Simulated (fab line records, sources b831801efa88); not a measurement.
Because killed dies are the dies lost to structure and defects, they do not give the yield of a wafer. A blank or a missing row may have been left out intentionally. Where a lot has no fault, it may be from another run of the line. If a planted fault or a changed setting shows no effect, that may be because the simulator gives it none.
One fault seen from 2 desks :: flow gf180mcu :: each desk has only its own numbers; what lay behind them comes last

## THE TOOL OWNER'S DESK: implanter-03
For each lot that ran on this tool, the mean over its sampled wafers that have a number, from the tool's own readings at GF_VT_IMPLANT_IMPLANT_08. The brackets show how far a lot's mean lies from the usual mean; more than 4 standard deviations puts the lot out of limits, marked OUT.
Columns: A = doseIonsCm2 at GF_VT_IMPLANT_IMPLANT_08, usual 8.29e+12; B = faradayCurrentUA at GF_VT_IMPLANT_IMPLANT_08, usual 46.7; C = tiltDeg at GF_VT_IMPLANT_IMPLANT_08, usual 7.002 degrees
lot: L846
first seen here: day 8 03:14
A: 8.30e+12
B: 47.0
C: 7.009

lot: L856
first seen here: day 10 18:16
A: 7.39e+12 (-99 or more) OUT
B: 41.7 (-5.0) OUT
C: 6.997

lot: L857
first seen here: day 10 22:01
A: 7.40e+12 (-99 or more) OUT
B: 42.1 (-4.6) OUT
C: 6.969
This desk's finding: out of limits on L856, L857; first on L856, day 10 18:16 (doseIonsCm2 at GF_VT_IMPLANT_IMPLANT_08). L846 stayed within limits.

## METROLOGY DESK
Lot by lot, what the gauges showed, no matter which tool ran the lot: averages of those sampled wafers that carry a number. The brackets show how far a lot's mean lies from the usual mean; more than 4 standard deviations puts the lot out of limits, marked OUT.
Columns: A = MVPSD_TW at GF_MVPSD_TW_MEAS_11, usual 551; B = VT_IMPLANT_OVL at GF_VT_IMPLANT_OVL_MEAS_07, usual -1.1 nm
lot: L839
first seen here: day 5 18:20
A: 549
B: -0.2

lot: L842
first seen here: day 6 13:17
A: 548
B: -0.9

lot: L846
first seen here: day 7 11:15
A: 549
B: -0.8

lot: L856
first seen here: day 10 01:23
A: 564
B: -1.1

lot: L857
first seen here: day 10 05:17
A: 547
B: 0.0

lot: L859
first seen here: day 10 17:29
A: 562
B: -1.4
This desk's finding: nothing out of limits on any of the 6 lots.

## ALL TOGETHER
An alarm could have come from the tool owner's desk at day 10 18:16, on L856, L857.
At the metrology desk, nothing out of limits was observed.
The metrology desk has L856, L857 on record, within its limits.
All the named lots went through GF_VT_IMPLANT_IMPLANT_08 on implanter-03.

## WHAT THE SIMULATOR HAD PUT IN
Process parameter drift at GF_VT_IMPLANT_IMPLANT_08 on implanter-03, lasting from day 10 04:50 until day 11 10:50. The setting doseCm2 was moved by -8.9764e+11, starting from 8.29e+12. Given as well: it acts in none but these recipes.
Lots struck among those shown: L856, L857.
Each desk's first reading out of limits, in hours after the fault started: the tool owner's desk, 13.
